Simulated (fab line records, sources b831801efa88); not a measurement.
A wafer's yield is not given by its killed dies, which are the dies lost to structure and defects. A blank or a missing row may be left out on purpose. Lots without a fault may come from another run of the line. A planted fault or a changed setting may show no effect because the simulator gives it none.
The tool behind it: which one? / flow sky130 / 11 lots with 32 wafers sampled at 5 steps, on a route of 708 steps

== WHAT THE GAUGES SHOWED, per wafer ==
SKY_VIA2_OVL_MEAS_13.
lot=L742; measured=day 37 23:13; on=overlay-02; VIA2_OVL (nm)=5 6 -7
lot=L740; measured=day 38 03:55; on=overlay-01; VIA2_OVL (nm)=-1 -7 1
lot=L738; measured=day 38 04:55; on=overlay-01; VIA2_OVL (nm)=-8 0 -6
lot=L741; measured=day 38 07:31; on=overlay-01; VIA2_OVL (nm)=0 -1 -4
lot=L743; measured=day 38 17:10; on=overlay-01; VIA2_OVL (nm)=-4 -8 -7
lot=L750; measured=day 40 09:43; on=overlay-01; VIA2_OVL (nm)=0 -1 -1
lot=L752; measured=day 40 17:20; on=overlay-01; VIA2_OVL (nm)=7 -8 -1
lot=L753; measured=day 41 02:28; on=overlay-01; VIA2_OVL (nm)=2 -10 -1
lot=L754; measured=day 41 16:04; on=overlay-02; VIA2_OVL (nm)=-6 2 2
lot=L756; measured=day 41 23:35; on=overlay-01; VIA2_OVL (nm)=0 0
lot=L760; measured=day 43 00:34; on=overlay-02; VIA2_OVL (nm)=1 5 7

SKY_VIA2_RS_MEAS_22: measures by four-point-probe.
lot=L742; measured=day 38 00:08; on=film metro-04; VIA2_W_RS (ohm/sq)=0.2723 0.2756 0.2757
lot=L740; measured=day 38 04:53; on=film metro-03; VIA2_W_RS (ohm/sq)=0.2740 0.2744 0.2724
lot=L738; measured=day 38 05:53; on=film metro-04; VIA2_W_RS (ohm/sq)=0.2720 0.2682 0.2704
lot=L741; measured=day 38 08:29; on=film metro-01; VIA2_W_RS (ohm/sq)=0.2731 0.2734 0.2704
lot=L743; measured=day 38 18:08; on=film metro-01; VIA2_W_RS (ohm/sq)=0.2687 0.2721 0.2718
lot=L750; measured=day 40 10:38; on=film metro-01; VIA2_W_RS (ohm/sq)=0.2751 0.2702 0.2732
lot=L752; measured=day 40 18:18; on=film metro-04; VIA2_W_RS (ohm/sq)=0.2706 0.2699 0.2536
lot=L753; measured=day 41 03:25; on=film metro-03; VIA2_W_RS (ohm/sq)=0.2727 0.2523 0.2672
lot=L754; measured=day 41 16:59; on=film metro-04; VIA2_W_RS (ohm/sq)=0.2522 0.2712 0.2544
lot=L756; measured=day 42 00:32; on=film metro-01; VIA2_W_RS (ohm/sq)=0.2568 0.2744
lot=L760; measured=day 43 01:38; on=film metro-04; VIA2_W_RS (ohm/sq)=0.2684 0.2716 0.2757

SKY_VIA2_THK_MEAS_23: measures by xrf.
lot=L742; measured=day 38 00:16; on=film metro-04; VIA2_W_THK (nm)=443 436 436
lot=L740; measured=day 38 05:00; on=film metro-03; VIA2_W_THK (nm)=414 415 418
lot=L738; measured=day 38 06:00; on=film metro-04; VIA2_W_THK (nm)=443 450 444
lot=L741; measured=day 38 08:36; on=film metro-01; VIA2_W_THK (nm)=418 419 428
lot=L743; measured=day 38 18:13; on=film metro-01; VIA2_W_THK (nm)=427 419 423
lot=L750; measured=day 40 10:46; on=film metro-01; VIA2_W_THK (nm)=426 433 428
lot=L752; measured=day 40 18:25; on=film metro-04; VIA2_W_THK (nm)=433 437 467
lot=L753; measured=day 41 03:32; on=film metro-03; VIA2_W_THK (nm)=415 450 427
lot=L754; measured=day 41 17:07; on=film metro-04; VIA2_W_THK (nm)=481 442 476
lot=L756; measured=day 42 00:38; on=film metro-01; VIA2_W_THK (nm)=458 429
lot=L760; measured=day 43 01:46; on=film metro-04; VIA2_W_THK (nm)=446 442 438

== TOOL THAT RAN EACH LOT (tool first, then ch and the chambers of the sampled wafers, then the start) ==
lot=L742; SKY_VIA2_STRIP_16=plasma asher-04 ch 0,1, day 37 23:22; SKY_VIA2_CVD_21=cvd w-02 ch 0,1, day 38 00:01
lot=L740; SKY_VIA2_STRIP_16=plasma asher-04 ch 0,1, day 38 04:04; SKY_VIA2_CVD_21=cvd w-02 ch 0,1, day 38 04:45
lot=L738; SKY_VIA2_STRIP_16=plasma asher-02 ch 1, day 38 05:04; SKY_VIA2_CVD_21=cvd w-01 ch 1, day 38 05:45
lot=L741; SKY_VIA2_STRIP_16=plasma asher-02 ch 0,1, day 38 07:40; SKY_VIA2_CVD_21=cvd w-02 ch 0,1, day 38 08:21
lot=L743; SKY_VIA2_STRIP_16=plasma asher-04 ch 0,1, day 38 17:19; SKY_VIA2_CVD_21=cvd w-01 ch 0,1, day 38 17:59
lot=L750; SKY_VIA2_STRIP_16=plasma asher-01 ch 0,1, day 40 09:52; SKY_VIA2_CVD_21=cvd w-02 ch 0,1, day 40 10:31
lot=L752; SKY_VIA2_STRIP_16=plasma asher-01 ch 1, day 40 17:28; SKY_VIA2_CVD_21=cvd w-02 ch 0,1, day 40 18:09
lot=L753; SKY_VIA2_STRIP_16=plasma asher-04 ch 0,1, day 41 02:37; SKY_VIA2_CVD_21=cvd w-02 ch 0,1, day 41 03:17
lot=L754; SKY_VIA2_STRIP_16=plasma asher-01 ch 0,1, day 41 16:13; SKY_VIA2_CVD_21=cvd w-02 ch 0,1, day 41 16:52
lot=L756; SKY_VIA2_STRIP_16=plasma asher-01 ch 0,1, day 41 23:44; SKY_VIA2_CVD_21=cvd w-02 ch 0,1, day 42 00:25
lot=L760; SKY_VIA2_STRIP_16=plasma asher-01 ch 0,1, day 43 00:43; SKY_VIA2_CVD_21=cvd w-01 ch 1, day 43 01:23
- SKY_VIA2_STRIP_16: strips in O2/N2.
- SKY_VIA2_CVD_21: deposits W, target thk 420 nm, time 126.4 s.

== WHAT THE TOOLS THEMSELVES READ (means of the sampled wafers that have a number; where no wafer has one, the mark that the record gives instead) ==
SKY_VIA2_STRIP_16.
lot=L742; tool=plasma asher-04; drypump motor current A (A)=6.5; oes product au (a.u.)=0.400; strip time to endpoint s (s)=4.079
lot=L740; tool=plasma asher-04; drypump motor current A (A)=6.6; oes product au (a.u.)=0.399; strip time to endpoint s (s)=4.050
lot=L738; tool=plasma asher-02; drypump motor current A (A)=6.0; oes product au (a.u.)=0.403; strip time to endpoint s (s)=4.089
lot=L741; tool=plasma asher-02; drypump motor current A (A)=5.6; oes product au (a.u.)=0.401; strip time to endpoint s (s)=4.036
lot=L743; tool=plasma asher-04; drypump motor current A (A)=6.5; oes product au (a.u.)=0.403; strip time to endpoint s (s)=4.055
lot=L750; tool=plasma asher-01; drypump motor current A (A)=6.1; oes product au (a.u.)=0.397; strip time to endpoint s (s)=4.052
lot=L752; tool=plasma asher-01; drypump motor current A (A)=6.3; oes product au (a.u.)=0.403; strip time to endpoint s (s)=4.065
lot=L753; tool=plasma asher-04; drypump motor current A (A)=6.5; oes product au (a.u.)=0.400; strip time to endpoint s (s)=4.076
lot=L754; tool=plasma asher-01; drypump motor current A (A)=6.1; oes product au (a.u.)=0.401; strip time to endpoint s (s)=4.012
lot=L756; tool=plasma asher-01; drypump motor current A (A)=6.0; oes product au (a.u.)=0.403; strip time to endpoint s (s)=4.046
lot=L760; tool=plasma asher-01; drypump motor current A (A)=6.1; oes product au (a.u.)=0.395; strip time to endpoint s (s)=4.043

SKY_VIA2_CVD_21.
lot=L742; tool=cvd w-02; chamber pressure Torr (Torr)=39.97; heater power w (W)=862
lot=L740; tool=cvd w-02; chamber pressure Torr (Torr)=40.10; heater power w (W)=815
lot=L738; tool=cvd w-01; chamber pressure Torr (Torr)=40.00; heater power w (W)=828
lot=L741; tool=cvd w-02; chamber pressure Torr (Torr)=39.95; heater power w (W)=857
lot=L743; tool=cvd w-01; chamber pressure Torr (Torr)=40.02; heater power w (W)=861
lot=L750; tool=cvd w-02; chamber pressure Torr (Torr)=39.99; heater power w (W)=815
lot=L752; tool=cvd w-02; chamber pressure Torr (Torr)=41.82; heater power w (W)=787
lot=L753; tool=cvd w-02; chamber pressure Torr (Torr)=41.80; heater power w (W)=805
lot=L754; tool=cvd w-02; chamber pressure Torr (Torr)=43.57; heater power w (W)=800
lot=L756; tool=cvd w-02; chamber pressure Torr (Torr)=42.77; heater power w (W)=815
lot=L760; tool=cvd w-01; chamber pressure Torr (Torr)=39.99; heater power w (W)=828

== THE ANSWER, worked out from the rows above alone ==
Rule: usual is defined by the lots themselves. Put in order of their means at a reading, lots are off if they are a third of the lots or fewer, leave a main group of 4 or more, and stand apart from it by a gap of 3 or more times the standard deviation of the main group's means; of several such gaps the widest counts. A main group is skipped when, at the precision printed for the reading in the tables above, its means are all equal. A lot without any number at a reading at which 4 lots or more have one is off too. Where the step has rows for the other lots, those lots are counted as sound. After the gauges, taken in route order, come the tools' own readings; for these a lot's mean is taken, as printed above. The first step at which some lot is off is used, and at that step the reading that is off furthest; a lot without a number counts as furthest.
No lot is off at any reading shown: from this, nothing can be told.

== WHAT HAD BEEN PUT IN BY THE SIMULATOR ==
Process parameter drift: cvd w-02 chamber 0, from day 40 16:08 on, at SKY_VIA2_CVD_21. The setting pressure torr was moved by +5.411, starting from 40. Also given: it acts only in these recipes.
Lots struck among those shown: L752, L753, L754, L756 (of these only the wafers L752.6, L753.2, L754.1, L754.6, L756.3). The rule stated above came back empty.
